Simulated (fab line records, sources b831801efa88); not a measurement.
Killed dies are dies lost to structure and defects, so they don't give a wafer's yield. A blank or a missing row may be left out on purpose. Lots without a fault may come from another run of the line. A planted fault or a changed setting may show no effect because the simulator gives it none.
Problem report in the 8D (eight disciplines) form, filled by code | flow sky130 | the parts of the form that need people (team, actions taken, sign-off) are left out

1. THE PROBLEM
head_pressure_psi at SKY_CONTACT_CMP_04 reads a mean of 2.523 psi on 6 wafers of 2 lots; wafers without a fault read 4.000 psi with a standard deviation of 0.0092. That is -99 or more standard deviations from the usual mean.
The step: polishes SiO2.
First seen on wafer L221.3, day 37 06:06, on cmp-02. The record holds 39 wafers of 13 lots with a number at this step. Rule for "out", or "out of limits": more than 4 standard deviations from the usual mean. The other wafers with a number count as sound.

2. WHAT IT IS AND WHAT IT IS NOT
question                    | is                     | is not
which readings at this step | head_pressure_psi      | -
which lots                  | L221, L222             | L201, L203, L204, L205, L208, L209, L210, L211, L212, L214, L217
which wafers of those lots  | all that have a number | -
read on which tools         | cmp-02                 | cmp-01
when                        | from day 37 06:06      | up to then (33 sound wafers)

3. SUSPECTS, AND WHAT RULES EACH OUT
Counting: a tool at a process step up to the reading stays a suspect if it ran every lot that is out and no sound lot after the first of them.
- pecvd-02 at SKY_CONTACT_CVD_00 (deposits Si3N4, target thk 75 nm): kept. It ran every lot that is out, first L221 (day 37 05:50), and no sound lot after that; its last sound lot up to then is L211 (day 33 19:57).
- cmp-02 at SKY_CONTACT_CMP_04 (polishes SiO2): kept. It ran every lot that is out, first L221 (day 37 06:06), and no sound lot after that; its last sound lot up to then is L217 (day 36 05:06). Its own readings are out on those wafers: head_pressure_psi.
Left after counting: pecvd-02 at SKY_CONTACT_CVD_00, cmp-02 at SKY_CONTACT_CMP_04.

4. THE CAUSE (what the simulator had put in)
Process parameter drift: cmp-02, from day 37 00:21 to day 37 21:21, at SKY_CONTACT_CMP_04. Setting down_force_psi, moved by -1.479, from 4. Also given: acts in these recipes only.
Counting left 2 suspects, and this tool is among them.

5. THE CHAIN OF EFFECTS, in route order
Each row: a reading whose mean over the struck wafers that have a number lies more than 3 standard deviations from the usual. Only readings for which the record gives a usual standard deviation are gone through. hours: the time from each lot's start at the first step in this table that gives one to its start at this step, as a median over the lots. sigmas: the change in usual standard deviations.
hours | step                | reading            | usual      | on struck wafers | change | sigmas
0     | SKY_CONTACT_CMP_04  | head_pressure_psi  | 4.000 psi  | 2.523            | -1.477 | -99 or more
0     | SKY_CONTACT_CMP_04  | time_to_endpoint_s | 83 s       | 109              | +26    | +4.4
26    | SKY_CONTACT_ETCH_17 | oes_product_au     | 0.891 a.u. | 0.951            | +0.060 | +12
The process steps in it:
- SKY_CONTACT_CMP_04: polishes SiO2.
- SKY_CONTACT_ETCH_17: etches SiO2 in C4F8/O2/Ar, stops on Si3N4, target depth 340 nm.

6. WHAT WOULD HAVE CAUGHT IT SOONER
In this record the first reading out of limits was taken at day 37 06:06, 6 hours after the fault began at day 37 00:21.
